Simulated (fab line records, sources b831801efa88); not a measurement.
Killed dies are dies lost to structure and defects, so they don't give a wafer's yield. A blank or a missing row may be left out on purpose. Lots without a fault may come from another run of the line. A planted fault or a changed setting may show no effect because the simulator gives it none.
fab line records | flow sky130
record lots=6 wafers=16 last_day=50
route steps=708 shown VIA4@651 METAL5@661 PAD_OPEN@708
lots that met no fault: from a run of the same line without faults
start_h: hours from the record's first day to the start of the lot's first wafer shown | wait_h: hours since the lot's step before | " the same as in the row above | L1.1+2: a row that stands for several wafers | - no value, or no start given | * or withheld: withheld | < > ~ a bound
route shown NAME@n: a module of which the file shows steps, and the number in the route of the first | usual: mean/standard deviation of fault-free wafers | same: alike in all rows | chamber/n: place in a boat | sites: the reading at each site | _std_site: their standard deviation | _edge_site: outer sites' mean less inner sites' | radius_mm: how far each site lies from the wafer's centre | mask NAME#n: copy n | behind: the tool/chamber that last shaped the wafer | hold: why the lot was held/for how many hours/how that ended | device: the transistor (n, p or np) that didn't switch | end of line: the same wafers' tests at the end of the route | a step without rows: its recipe alone | killed: dies lost to structure and defects at the first sort, not the wafer's yield | map: a wafer's dies, x killed, . not, _ none there
set.NAME: the setting as run; set.NAME@STEP: as run at that earlier step | model.NAME: the simulator's own value behind a step, which no gauge read
lots at some steps of the route; a table a step, a row a wafer
services: from which hour (start_h, from the record's first day; less than 0 if before it) a tool's chamber was out of use, for how many hours, and why
## steps
# step SKY_VIA4_ETCH_12
# recipe target=SiO2 chemistry=C4F8/O2/Ar stop_on=TiN mask_material=NOVOLAK source_w=1500 bias_w=1200 pressure_mtorr=40 c4f8_flow_sccm=withheld O2_flow_sccm=6 Ar_flow_sccm=300 time_s=withheld target_depth_a=5800
# step SKY_VIA4_STRIP_13
# recipe chemistry=O2/N2 power_w=1400 pressure_mtorr=1500 platen_temp_c=withheld o2_flow_sccm=3000 n2_flow_sccm=300 overash_fraction=0.5
# usual drypump_motor_current_A=5.90/0.16 oes_product_au=0.709/0.0044 strip_time_to_endpoint_s=12.808/0.029
# same overash_fraction=0.5
# columns lot.wafer tool chamber start_h wait_h drypump_motor_current_A oes_product_au rf_hours_counter_h strip_time_to_endpoint_s
L886.1 plasma_asher-02 1 1023.96 - 5.75 0.719 90 12.816
L886.2 " 0 " " 5.87 0.710 90 12.824
L886.6 " 0 " " 5.86 0.707 - 12.807
L889.2 plasma_asher-01 1 1028.19 - 6.21 0.708 61 12.827
L889.5 " 1 " " 6.21 0.706 - 12.817
L889.6 " 0 " " 5.91 0.717 - 12.816
L895.2 plasma_asher-04 1 1078.91 - 6.07 0.709 1 12.712
L895.5 " 0 " " 5.74 0.708 - 12.782
L898.1 plasma_asher-04 1 1098.65 - 6.05 0.719 3 12.807
L898.5 " 0 " " 5.76 0.705 - 12.831
L905.1 plasma_asher-02 1 1136.45 - 5.76 0.710 101 12.763
L905.3 " 1 " " 5.70 0.714 - 12.847
L905.6 " 1 " " 5.74 0.704 - 12.839
L907.2 plasma_asher-01 0 1139.00 - 5.91 0.705 72 12.880
L907.3 " 1 " " 6.20 0.714 - 12.827
L907.6 " 0 " " 5.92 0.708 - 12.790
# step SKY_VIA4_STRIP_14
# recipe chemistry=post_etch_residue_remover time_s=1200 temp_c=72.5
# step SKY_VIA4_CLEAN_15
# recipe chemistry=IPA time_s=180 temp_c=25
# step SKY_VIA4_CLEAN_16
# recipe chemistry=O3/DIW dry=n2_spin
# step SKY_VIA4_SPUTTER_17
# recipe material=TiN target_thk_nm=20 chamber_pressure_pa=5 power_w=4000 time_s=80
# usual chamber_pressure_pa=5.002/0.0093 throttle_valve_pct=30.0/1.5
# same time_s=80
# columns lot.wafer tool chamber start_h wait_h chamber_pressure_pa throttle_valve_pct
L886.1 pvd_sputter-04 - 1024.59 0.0 4.998 26.6
L886.2 " - " " 5.005 30.5
L886.6 " - " " 5.005 30.3
L889.2 pvd_sputter-02 - 1028.90 0.0 5.007 30.2
L889.5 " - " " 5.000 29.9
L889.6 " - " " 4.982 29.9
L895.2 pvd_sputter-01 - 1079.52 0.0 5.010 29.4
L895.5 " - " " 5.002 30.7
L898.1 pvd_sputter-04 - 1099.24 0.0 4.999 30.8
L898.5 " - " " 4.999 30.7
L905.1 pvd_sputter-01 - 1137.04 0.0 5.012 29.5
L905.3 " - " " 4.997 30.5
L905.6 " - " " 5.003 28.6
L907.2 pvd_sputter-02 - 1139.59 0.0 4.996 29.9
L907.3 " - " " 4.988 27.8
L907.6 " - " " 5.001 31.4
# step SKY_VIA4_CVD_18
# recipe material=W target_thk_nm=505 time_s=152.14 temp_c=400 pressure_torr=40
# step SKY_VIA4_RS_MEAS_19
# recipe thk_meas_gauge=four-point-probe reads=W_of_VIA4_CVD_18+TiN_of_VIA4_SPUTTER_17
# usual VIA4_W_RS=0.225/0.0032
# columns lot.wafer tool chamber start_h wait_h VIA4_W_RS[ohm/sq]
L886.1 film_metro-02 - 1024.81 0.1 0.225
L886.2 " - " " 0.221
L886.6 " - " " 0.225
L889.2 film_metro-01 - 1029.13 0.1 0.227
L889.5 " - " " 0.232
L889.6 " - " " 0.229
L895.2 film_metro-02 - 1079.75 0.1 0.227
L895.5 " - " " 0.233
L898.1 film_metro-01 - 1099.60 0.3 0.226
L898.5 " - " " 0.225
L905.1 film_metro-01 - 1137.25 0.1 0.226
L905.3 " - " " 0.227
L905.6 " - " " 0.230
L907.2 film_metro-04 - 1139.82 0.1 0.221
L907.3 " - " " 0.223
L907.6 " - " " 0.223
# step SKY_VIA4_THK_MEAS_20
# recipe thk_meas_gauge=xrf reads=W_of_VIA4_CVD_18
# usual VIA4_W_THK=515/8.3
# columns lot.wafer tool chamber start_h wait_h VIA4_W_THK[nm]
L886.1 film_metro-02 - 1024.93 0.1 513
L886.2 " - " " 523
L886.6 " - " " 515
L889.2 film_metro-01 - 1029.24 0.1 507
L889.5 " - " " 490
L889.6 " - " " 503
L895.2 film_metro-02 - 1079.86 0.1 511
L895.5 " - " " 496
L898.1 film_metro-01 - 1099.72 0.1 517
L898.5 " - " " 514
L905.1 film_metro-01 - 1137.37 0.1 506
L905.3 " - " " 508
L905.6 " - " " 499
L907.2 film_metro-04 - 1139.93 0.1 531
L907.3 " - " " 526
L907.6 " - " " 526
# step SKY_VIA4_CMP_21
# recipe stop_on=SiO2 t_overpolish_s=25 down_force_psi=3.5 platen_rpm=60 target_thk_nm=0 pad_velocity_m_s=0.94248
# step SKY_METAL5_SPUTTER_00
# recipe material=Ti target_thk_nm=15 power_w=3000 time_s=10 chamber_pressure_pa=0.4
# usual chamber_pressure_pa=0.4000/0.00077 throttle_valve_pct=29.8/1.1
# same time_s=10
# columns lot.wafer tool chamber start_h wait_h chamber_pressure_pa throttle_valve_pct
L886.1 pvd_sputter-02 - 1025.29 0.2 0.4005 30.2
L886.2 " - " " 0.4006 28.1
L886.6 " - " " 0.4016 31.7
L889.2 pvd_sputter-03 - 1029.59 0.2 0.4003 29.3
L889.5 " - " " 0.4012 29.1
L889.6 " - " " 0.4006 29.3
L895.2 pvd_sputter-02 - 1080.21 0.2 0.3995 31.4
L895.5 " - " " 0.3993 27.8
L898.1 pvd_sputter-02 - 1100.08 0.1 0.3991 30.2
L898.5 " - " " 0.3994 27.4
L905.1 pvd_sputter-01 - 1137.73 0.1 0.4006 30.6
L905.3 " - " " 0.4005 28.7
L905.6 " - " " 0.3998 29.5
L907.2 pvd_sputter-03 - 1140.28 0.1 0.4002 30.8
L907.3 " - " " 0.4004 29.5
L907.6 " - " " 0.4013 29.1
# step SKY_METAL5_SPUTTER_01
# recipe material=TiN target_thk_nm=20 power_w=6500 time_s=16.7 chamber_pressure_pa=0.4
# usual chamber_pressure_pa=0.3999/0.00086 throttle_valve_pct=29.8/1.1
# same time_s=16.7
# columns lot.wafer tool chamber start_h wait_h chamber_pressure_pa throttle_valve_pct
L886.1 pvd_sputter-02 - 1025.31 0.0 0.4005 29.9
L886.2 " - " " 0.4008 27.9
L886.6 " - " " 0.4000 31.5
L889.2 pvd_sputter-03 - 1029.62 0.0 0.4000 29.1
L889.5 " - " " 0.4000 29.2
L889.6 " - " " 0.3987 29.0
L895.2 pvd_sputter-02 - 1080.23 0.0 0.4002 31.5
L895.5 " - " " 0.3994 27.7
L898.1 pvd_sputter-02 - 1100.10 0.0 0.4001 29.7
L898.5 " - " " 0.3993 27.8
L905.1 pvd_sputter-01 - 1137.75 0.0 0.4000 30.8
L905.3 " - " " 0.4004 28.6
L905.6 " - " " 0.4008 29.4
L907.2 pvd_sputter-03 - 1140.30 0.0 0.4002 31.1
L907.3 " - " " 0.4014 29.7
L907.6 " - " " 0.3996 29.1
# step SKY_METAL5_SPUTTER_02
# recipe material=AlCu target_thk_nm=1150 power_w=10600 time_s=61.2 chamber_pressure_pa=0.4
# usual chamber_pressure_pa=0.4001/0.00088 throttle_valve_pct=29.8/1.1
# columns lot.wafer tool chamber start_h wait_h chamber_pressure_pa throttle_valve_pct model.AlCu_of_METAL5_SPUTTER_02.thk_nm
L886.1 pvd_sputter-02 - 1025.34 0.0 0.3990 30.0 1148
L886.2 " - " " 0.4006 27.9 1160
L886.6 " - " " 0.4002 31.5 1159
L889.2 pvd_sputter-03 - 1029.64 0.0 0.4002 29.4 1128
L889.5 " - " " 0.3996 29.4 1126
L889.6 " - " " 0.4003 29.3 1148
L895.2 pvd_sputter-02 - 1080.26 0.0 0.3989 31.6 1151
L895.5 " - " " 0.4001 27.9 1101
L898.1 pvd_sputter-02 - 1100.13 0.0 0.4009 30.0 1142
L898.5 " - " " 0.3995 27.6 1090
L905.1 pvd_sputter-01 - 1137.78 0.0 0.4000 30.7 1165
L905.3 " - " " 0.4017 28.7 1154
L905.6 " - " " 0.4008 29.4 1153
L907.2 pvd_sputter-03 - 1140.33 0.0 0.4009 31.2 1179
L907.3 " - " " 0.3998 29.5 1159
L907.6 " - " " 0.4001 29.3 1153
# step SKY_METAL5_SPUTTER_03
# recipe material=Ti target_thk_nm=5 power_w=3000 time_s=3.3 chamber_pressure_pa=0.4
# step SKY_METAL5_SPUTTER_04
# recipe material=TiN target_thk_nm=70 power_w=6500 time_s=58.3 chamber_pressure_pa=0.4
# usual chamber_pressure_pa=0.4000/0.00076 throttle_valve_pct=29.8/1.1
# same time_s=58.3
# columns lot.wafer tool chamber start_h wait_h chamber_pressure_pa throttle_valve_pct
L886.1 pvd_sputter-02 - 1025.40 0.0 0.3997 30.1
L886.2 " - " " 0.4010 28.0
L886.6 " - " " 0.3998 31.4
L889.2 pvd_sputter-03 - 1029.71 0.0 0.4007 29.2
L889.5 " - " " 0.3990 29.2
L889.6 " - " " 0.4005 29.0
L895.2 pvd_sputter-02 - 1080.33 0.0 0.3999 31.6
L895.5 " - " " 0.4003 28.1
L898.1 pvd_sputter-02 - 1100.20 0.0 0.4007 29.9
L898.5 " - " " 0.4008 27.7
L905.1 pvd_sputter-01 - 1137.85 0.0 0.4001 30.6
L905.3 " - " " 0.3997 28.5
L905.6 " - " " 0.3999 29.2
L907.2 pvd_sputter-03 - 1140.40 0.0 0.3997 31.2
L907.3 " - " " 0.3994 29.6
L907.6 " - " " 0.3983 29.3
# step SKY_METAL5_RS_MEAS_05
# recipe thk_meas_gauge=four-point-probe reads=TiN_of_METAL5_SPUTTER_04+Ti_of_METAL5_SPUTTER_03+AlCu_of_METAL5_SPUTTER_02+TiN_of_METAL5_SPUTTER_01+Ti_of_METAL5_SPUTTER_00
# usual METAL5_ALCU_RS=0.0269/0.00033
# columns lot.wafer tool chamber start_h wait_h METAL5_ALCU_RS[ohm/sq]
L886.1 film_metro-03 - 1025.45 0.0 0.0271
L886.2 " - " " 0.0268
L886.6 " - " " 0.0269
L889.2 film_metro-02 - 1029.78 0.0 0.0276
L889.5 " - " " 0.0276
L889.6 " - " " 0.0271
L895.2 film_metro-04 - 1080.39 0.0 0.0270
L895.5 " - " " 0.0282
L898.1 film_metro-04 - 1100.25 0.0 0.0272
L898.5 " - " " 0.0285
L905.1 film_metro-03 - 1137.90 0.0 0.0267
L905.3 " - " " 0.0269
L905.6 " - " " 0.0270
L907.2 film_metro-02 - 1140.47 0.0 0.0264
L907.3 " - " " 0.0268
L907.6 " - " " 0.0269
# step SKY_METAL5_THK_MEAS_06
# recipe thk_meas_gauge=xrf reads=AlCu_of_METAL5_SPUTTER_02
# usual METAL5_ALCU_THK=1151/16
# columns lot.wafer tool chamber start_h wait_h METAL5_ALCU_THK[nm]
L886.1 film_metro-03 - 1025.57 0.1 1150
L886.2 " - " " 1157
L886.6 " - " " 1155
L889.2 film_metro-02 - 1029.89 0.1 1127
L889.5 " - " " 1121
L889.6 " - " " 1146
L895.2 film_metro-04 - 1080.50 0.1 1154
L895.5 " - " " 1093
L898.1 film_metro-04 - 1100.37 0.1 1133
L898.5 " - " " 1089
L905.1 film_metro-03 - 1138.02 0.1 1162
L905.3 " - " " 1153
L905.6 " - " " 1146
L907.2 film_metro-02 - 1140.58 0.1 1185
L907.3 " - " " 1159
L907.6 " - " " 1161
# step SKY_METAL5_DEHYDRATE_07
# recipe temp_c=200 time_s=60
# step SKY_METAL5_HMDS_08
# recipe prime_time_s=60 prime_temp_c=120
# step SKY_METAL5_COAT_09
# recipe resist=NOVOLAK spin_rpm=3000 resist_thk_nm=1800
# step SKY_METAL5_SOFTBAKE_10
# recipe temp_c=90 time_s=60 resist=NOVOLAK
# step SKY_METAL5_EXPOSE_11
# recipe mask_id=MM5 na=0.6 source_shape=conventional sigma_outer=0.6 polarization=unpolarized target_cd_nm=1600 dose_mj=190
# step SKY_METAL5_PEB_12
# recipe temp_c=withheld time_s=* resist=NOVOLAK
# step SKY_METAL5_DEVELOP_13
# recipe resist=NOVOLAK developer=TMAH develop_time_s=60 dev_temp_c=23
# step SKY_METAL5_DESCUM_14
# recipe chemistry=O2 source_power_w=150 bias_power_w=0 pressure_mtorr=10 temp_c=40 time_s=11
# step SKY_METAL5_METAL_ETCH_15
# recipe target_depth_a=12600 stop_on=SiO2 over_etch_frac=0.2 time_s=252 chemistry=Cl2/BCl3 resist_sidewall_deg=86 pressure_mtorr=10 icp_w=900 bias_w=48.5 Cl2_flow_sccm=60 bcl3_flow_sccm=30
# usual drypump_motor_current_A=6.0/0.59 oes_product_au=0.894/0.0051 rf_fwd_power_W=898/3.1 throttle_valve_pct=22.264/0.0084
# same time_s=252
# columns lot.wafer tool chamber start_h wait_h drypump_motor_current_A oes_product_au rf_fwd_power_W rf_hours_counter_h throttle_valve_pct model.METAL5.feature_depth_nm model.etch.depth_nm
L886.1 rie_metal-04 0 1048.29 0.0 6.3 0.890 891 21 22.272 1259 1259
L886.2 " 1 " " 5.0 0.891 897 8 22.275 1255 1255
L886.6 " 0 " " 6.3 0.891 901 - 22.259 1255 1255
L889.2 rie_metal-02 1 1051.64 0.0 6.4 0.890 897 8 22.272 1258 1258
L889.5 " 0 " " 6.8 0.895 904 - 22.263 1257 1257
L889.6 " 1 " " 6.4 0.892 894 - 22.263 1258 1258
L895.2 rie_metal-04 1 1101.16 0.1 5.0 0.893 900 - 22.249 1261 1261
L895.5 " 1 " " 5.0 0.875 900 - 22.269 1232 1232
L898.1 rie_metal-03 0 1119.79 0.0 6.1 0.885 895 26 22.286 1253 1253
L898.5 " 0 " " 6.1 0.882 894 - 22.261 1221 1221
L905.1 rie_metal-04 0 1155.87 0.0 6.3 0.892 901 3 22.259 1261 1261
L905.3 " 1 " " 5.1 0.889 897 - 22.274 1264 1264
L905.6 " 0 " " 6.3 0.896 900 - 22.273 1263 1263
L907.2 rie_metal-02 0 1158.88 0.0 6.8 0.890 898 19 22.262 1253 1253
L907.3 " 1 " " 6.4 0.899 896 - 22.265 1255 1255
L907.6 " 1 " " 6.4 0.893 898 - 22.261 1263 1263
# step SKY_METAL5_STRIP_16
# recipe chemistry=O2/N2 power_w=1400 pressure_mtorr=1500 platen_temp_c=withheld o2_flow_sccm=3000 n2_flow_sccm=300 overash_fraction=0.5
# step SKY_PAD_OPEN_PROBE_99
# usual defect_limited_yield=82.3/2 killed_at_M0_to_M3=43/7.3 killed_at_M4_up=3.1/1.7 killed_at_contacts=25/5.3 killed_at_front_end=15/4.3 killed_at_other=0.2/0.54 killed_dies=87/10 killed_open=48/7.6 killed_short=38/6.1 sort_bin_3_pad_short=0.9/0.42 sort_bin_5_function=10.5/1.5 sort_bin_6_memory=6.3/1.2 sort_n_pass=405/10 sort_yield_pct=82.3/2
# same gross_dies=492 killed_at_back_side=0 sort_bin_4_leakage[%]=0 sort_bin_8_speed[%]=0
# columns lot.wafer tool chamber start_h wait_h defect_limited_yield[%] killed_at_M0_to_M3 killed_at_M4_up killed_at_contacts killed_at_front_end killed_at_other killed_dies killed_open killed_short sort_bin_3_pad_short[%] sort_bin_5_function[%] sort_bin_6_memory[%] sort_n_pass sort_yield_pct[%] model.etest.met5.rs_ohm_sq model.etest.met5.line_ohm_um
L886.1 prober-02 - 1096.51 0.1 85.2 32 1 33 7 0 73 41 32 0.8 8.9 5.1 419 85.2 0.0273 0.01707
L886.2 prober-02 - 1096.56 0.1 84.8 39 4 18 14 0 75 40 35 1.2 8.7 5.3 417 84.8 0.0268 0.01681
L886.6 prober-02 - 1096.76 0.2 81.1 35 6 30 22 0 93 49 44 1.2 10.6 7.1 399 81.1 0.02687 0.01679
L889.2 prober-01 - 1098.33 0.1 81.9 40 4 27 18 0 89 44 45 1.6 9.1 7.3 403 81.9 0.02762 0.0173
L889.5 prober-01 - 1098.48 0.2 80.3 45 6 29 17 0 97 55 42 0.4 11.4 7.9 395 80.3 0.02746 0.01722
L889.6 prober-01 - 1098.53 0.2 85.6 30 4 22 15 0 71 35 36 1.4 7.7 5.3 421 85.6 0.0272 0.017
L895.2 prober-02 - 1143.69 0.1 84.6 39 5 22 10 0 76 42 34 1.0 8.5 5.9 416 84.6 0.02707 0.01699
L895.5 prober-02 - 1143.84 0.2 83.9 30 2 34 13 0 79 43 36 0.8 10.8 4.5 413 83.9 0.02836 0.01776
L898.1 prober-02 - 1159.73 0.1 76.8 60 2 26 26 0 114 60 53 0.8 14.6 7.7 378 76.8 0.02734 0.01701
L898.5 prober-02 - 1159.93 0.2 80.9 54 5 24 11 0 94 52 42 1.4 11.0 6.7 398 80.9 0.02855 0.01779
L905.1 prober-01 - 1192.91 0.1 81.1 43 4 31 15 0 93 58 34 1.2 12.4 5.3 399 81.1 0.02688 0.01689
L905.3 prober-01 - 1193.01 0.2 82.7 46 5 22 12 0 85 47 38 1.2 12.0 4.1 407 82.7 0.02702 0.01693
L905.6 prober-01 - 1193.16 0.2 84.3 37 1 29 10 0 77 41 36 1.0 8.7 5.9 415 84.3 0.02717 0.01705
L907.2 prober-02 - 1195.51 0.1 82.9 44 3 26 11 0 84 55 26 0.4 9.8 6.9 408 82.9 0.02623 0.01636
L907.3 prober-02 - 1195.56 0.2 82.1 40 5 28 14 1 88 51 36 0.8 9.3 7.7 404 82.1 0.02685 0.01675
L907.6 prober-02 - 1195.71 0.2 83.7 52 0 19 9 0 80 47 33 0.4 9.1 6.7 412 83.7 0.02737 0.01712
# killed by level:class
L886.1 CONTACT:geometric_particle:open=13 VIA2:geometric_particle:open=7 METAL1:geometric_particle:short=6 LI_CONTACT:geometric_particle:short=5 LI_CONTACT:geometric_particle:open=5 LOCAL_INTERCONNECT:geometric_particle:short=5 CONTACT:geometric_particle:short=5 VIA3:geometric_particle:open=5
L886.2 METAL1:geometric_particle:short=8 CONTACT:geometric_particle:open=7 VIA3:geometric_particle:open=6 METAL2:geometric_particle:short=6 VIA2:geometric_particle:open=6 LI_CONTACT:geometric_particle:open=5 FIELD_ISO:geometric_particle:short=4 POLY_GATE:geometric_particle:open=4
L886.6 LI_CONTACT:geometric_particle:open=10 VIA1:geometric_particle:open=10 CONTACT:geometric_particle:open=8 CONTACT:geometric_particle:short=7 METAL4:geometric_particle:short=6 POLY_GATE:geometric_particle:short=5 METAL2:geometric_particle:short=5 VIA3:geometric_particle:open=5
L889.2 CONTACT:geometric_particle:open=14 VIA1:geometric_particle:open=11 METAL2:geometric_particle:short=11 FIELD_ISO:geometric_particle:short=6 LI_CONTACT:geometric_particle:open=5 VIA2:geometric_particle:open=5 POLY_GATE:geometric_particle:short=4 VIA1:geometric_particle:short=3
L889.5 VIA1:geometric_particle:open=11 CONTACT:geometric_particle:open=10 VIA3:geometric_particle:open=9 LI_CONTACT:geometric_particle:open=7 CONTACT:geometric_particle:short=5 FIELD_ISO:geometric_particle:short=4 FIELD_ISO:geometric_particle:open=4 VIA1:geometric_particle:short=4
L889.6 CONTACT:geometric_particle:open=8 VIA2:geometric_particle:open=7 VIA1:geometric_particle:open=6 METAL2:geometric_particle:short=5 CONTACT:geometric_particle:short=5 FIELD_ISO:geometric_particle:short=4 LI_CONTACT:geometric_particle:open=4 LOCAL_INTERCONNECT:geometric_particle:short=4
L895.2 CONTACT:geometric_particle:open=9 METAL1:geometric_particle:short=9 VIA1:geometric_particle:open=7 METAL2:geometric_particle:short=5 CONTACT:geometric_particle:short=5 VIA2:geometric_particle:open=5 VIA3:geometric_particle:open=5 LI_CONTACT:geometric_particle:open=4
L895.5 LI_CONTACT:geometric_particle:open=12 CONTACT:geometric_particle:open=10 VIA1:geometric_particle:open=7 FIELD_ISO:geometric_particle:short=5 VIA3:geometric_particle:open=5 CONTACT:geometric_particle:short=5 FIELD_ISO:geometric_particle:open=4 LOCAL_INTERCONNECT:geometric_particle:short=4
L898.1 VIA1:geometric_particle:short=12 VIA1:geometric_particle:open=11 SPACER:geometric_particle:open=8 CONTACT:geometric_particle:open=8 VIA2:geometric_particle:open=8 FIELD_ISO:geometric_particle:open=7 METAL1:geometric_particle:short=7 VIA3:geometric_particle:open=6
L898.5 VIA1:geometric_particle:open=14 VIA2:geometric_particle:open=10 LOCAL_INTERCONNECT:geometric_particle:short=8 CONTACT:geometric_particle:open=8 VIA1:geometric_particle:short=6 METAL2:geometric_particle:short=6 LI_CONTACT:geometric_particle:open=5 METAL1:geometric_particle:short=4
L905.1 CONTACT:geometric_particle:open=12 VIA1:geometric_particle:open=11 LI_CONTACT:geometric_particle:open=11 VIA2:geometric_particle:open=7 METAL1:geometric_particle:short=6 POLY_GATE:geometric_particle:open=5 METAL3:geometric_particle:short=5 VIA3:geometric_particle:open=5
L905.3 VIA1:geometric_particle:open=10 CONTACT:geometric_particle:open=8 LI_CONTACT:geometric_particle:open=7 METAL3:geometric_particle:short=6 VIA3:geometric_particle:open=5 POLY_GATE:geometric_particle:open=4 VIA2:geometric_particle:open=4 METAL1:geometric_particle:short=4
L905.6 CONTACT:geometric_particle:open=15 METAL1:geometric_particle:short=7 METAL2:geometric_particle:short=7 VIA1:geometric_particle:open=6 FIELD_ISO:geometric_particle:open=4 LI_CONTACT:geometric_particle:open=4 CONTACT:geometric_particle:short=4 VIA1:geometric_particle:short=4
L907.2 VIA1:geometric_particle:open=13 CONTACT:geometric_particle:open=12 VIA3:geometric_particle:open=8 LI_CONTACT:geometric_particle:open=6 VIA2:geometric_particle:open=5 LI_CONTACT:geometric_particle:short=4 VIA1:geometric_particle:short=3 METAL2:geometric_particle:short=3
L907.3 VIA2:geometric_particle:open=13 CONTACT:geometric_particle:open=11 LI_CONTACT:geometric_particle:open=6 LOCAL_INTERCONNECT:geometric_particle:short=5 VIA1:geometric_particle:open=5 POLY_GATE:geometric_particle:open=4 METAL1:geometric_particle:short=4 VIA2:geometric_particle:short=4
L907.6 VIA1:geometric_particle:open=11 VIA3:geometric_particle:open=9 CONTACT:geometric_particle:open=7 METAL1:geometric_particle:short=7 LI_CONTACT:geometric_particle:open=6 VIA1:geometric_particle:short=6 VIA2:geometric_particle:open=5 METAL2:geometric_particle:short=5
## services
# columns tool chamber start_h hours kind
pvd_sputter-02 - 1022.00 0.6 repair
rie_metal-04 - 1036.59 3.5 repair
pvd_sputter-01 - 1043.85 1.1 repair
pvd_sputter-02 - 1054.16 2.2 repair
plasma_asher-04 - 1055.25 9.0 pm
plasma_asher-04 0 1055.25 9.0 vent_cycle
plasma_asher-04 1 1055.25 9.0 vent_cycle
plasma_asher-04 0 1064.25 - clean
plasma_asher-04 1 1064.25 - clean
pvd_sputter-04 - 1066.63 2.3 repair
plasma_asher-04 - 1079.26 4.6 repair
rie_metal-04 0 1098.72 - clean
rie_metal-04 0 1098.72 22.1 scheduled_down
rie_metal-04 0 1098.72 22.1 vent_cycle
rie_metal-02 - 1110.96 1.4 pm
pvd_sputter-01 - 1116.87 12.1 repair
rie_metal-03 0 1120.03 - clean
rie_metal-03 0 1120.03 - consumable_replace:focus_ring
rie_metal-03 0 1120.03 16.3 scheduled_down
rie_metal-03 0 1120.03 16.3 vent_cycle
plasma_asher-04 - 1137.00 2.8 pm
## key
first_sign step=SKY_METAL5_RS_MEAS_05 reading=METAL5_ALCU_RS direction=up sigmas=4.3 usual=0.0269 struck=0.0283
effect step=SKY_METAL5_THK_MEAS_06 reading=METAL5_ALCU_THK direction=down sigmas=3.8 usual=1151 struck=1091
effect step=SKY_METAL5_METAL_ETCH_15 reading=oes_product_au direction=down sigmas=3.1 usual=0.894 struck=0.878
model_effect step=SKY_METAL5_SPUTTER_02 value=AlCu_of_METAL5_SPUTTER_02.thk_nm without=1143 struck=1095
model_effect step=SKY_METAL5_METAL_ETCH_15 value=METAL5.feature_depth_nm without=1264 struck=1226
model_effect step=SKY_PAD_OPEN_PROBE_99 value=etest.met5.rs_ohm_sq without=0.02726 struck=0.02846
met_at SKY_METAL5_SPUTTER_02
struck_wafers L895.5,L898.5
onset_between 1025.34 1080.26
fault kind=process_parameter_drift tool=pvd_sputter-02 chamber=- onset_h=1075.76 steps=SKY_METAL5_SPUTTER_02 channel=time_s offset=* shape=step end_h=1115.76 scope=struck_wafers_only acts_in=* stated=*
